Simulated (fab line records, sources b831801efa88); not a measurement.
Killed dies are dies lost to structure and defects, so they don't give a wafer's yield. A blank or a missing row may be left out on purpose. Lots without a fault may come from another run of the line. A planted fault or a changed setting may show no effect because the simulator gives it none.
Which tool did it? | flow gf180mcu | 12 lots, 36 wafers sampled, at 2 steps of a route of 602

WHAT THE GAUGES READ, wafer by wafer
GF_CONTACT_BOW_MEAS_05.
lot  | measured     | on            | CONTACT_BOW (um)
L075 | day 15 07:16 | film_metro-01 | 65 61 70
L077 | day 16 02:16 | film_metro-02 | 60 54 57
L079 | day 16 19:34 | film_metro-01 | 74 66 66
L081 | day 17 15:14 | film_metro-02 | 72 66 75
L083 | day 18 12:34 | film_metro-04 | 74 67 63
L085 | day 19 06:40 | film_metro-01 | 60 76 62
L087 | day 20 04:46 | film_metro-02 | 77 59 58
L089 | day 21 00:42 | film_metro-02 | 55 58 67
L091 | day 21 20:39 | film_metro-02 | 71 72 66
L093 | day 22 11:14 | film_metro-04 | 77 60 70
L094 | day 23 01:32 | film_metro-04 | 69 68 63
L097 | day 23 08:57 | film_metro-02 | 61 60 66

WHICH TOOL RAN EACH LOT (tool, then ch and the chambers of the sampled wafers, then the start)
lot  | GF_PSD_STRIP_10
L075 | plasma_asher-03 ch 0,1, day 14 10:01
L077 | plasma_asher-02 ch 0,1, day 15 03:05
L079 | plasma_asher-03 ch 0,1, day 15 19:25
L081 | plasma_asher-04 ch 0,1, day 16 14:39
L083 | plasma_asher-04 ch 0,1, day 17 11:15
L085 | plasma_asher-02 ch 0,1, day 18 04:51
L087 | plasma_asher-04 ch 0,1, day 19 02:12
L089 | plasma_asher-02 ch 0,1, day 19 22:56
L091 | plasma_asher-03 ch 0,1, day 20 19:09
L093 | plasma_asher-04 ch 0, day 21 09:40
L094 | plasma_asher-02 ch 0,1, day 22 00:04
L097 | plasma_asher-03 ch 0,1, day 22 08:18
- GF_PSD_STRIP_10: strips in O2/N2.

THE ANSWER, worked out from the rows above alone
Rule: what is usual is taken from the lots themselves. Put in order of their means at a reading, lots are off if they are a third of the lots or fewer, leave a main group of 4 or more, and stand apart from it by a gap of 3 or more times the standard deviation of the main group's means; of several such gaps the widest counts. A main group whose means are all the same, to the digits that the tables above print for the reading, isn't used. A lot without any number at a reading at which 4 lots or more have one is off too. The other lots that the step has rows for count as sound.
No lot is off at any reading shown: from this, nothing can be told.

WHAT THE SIMULATOR HAD PUT IN
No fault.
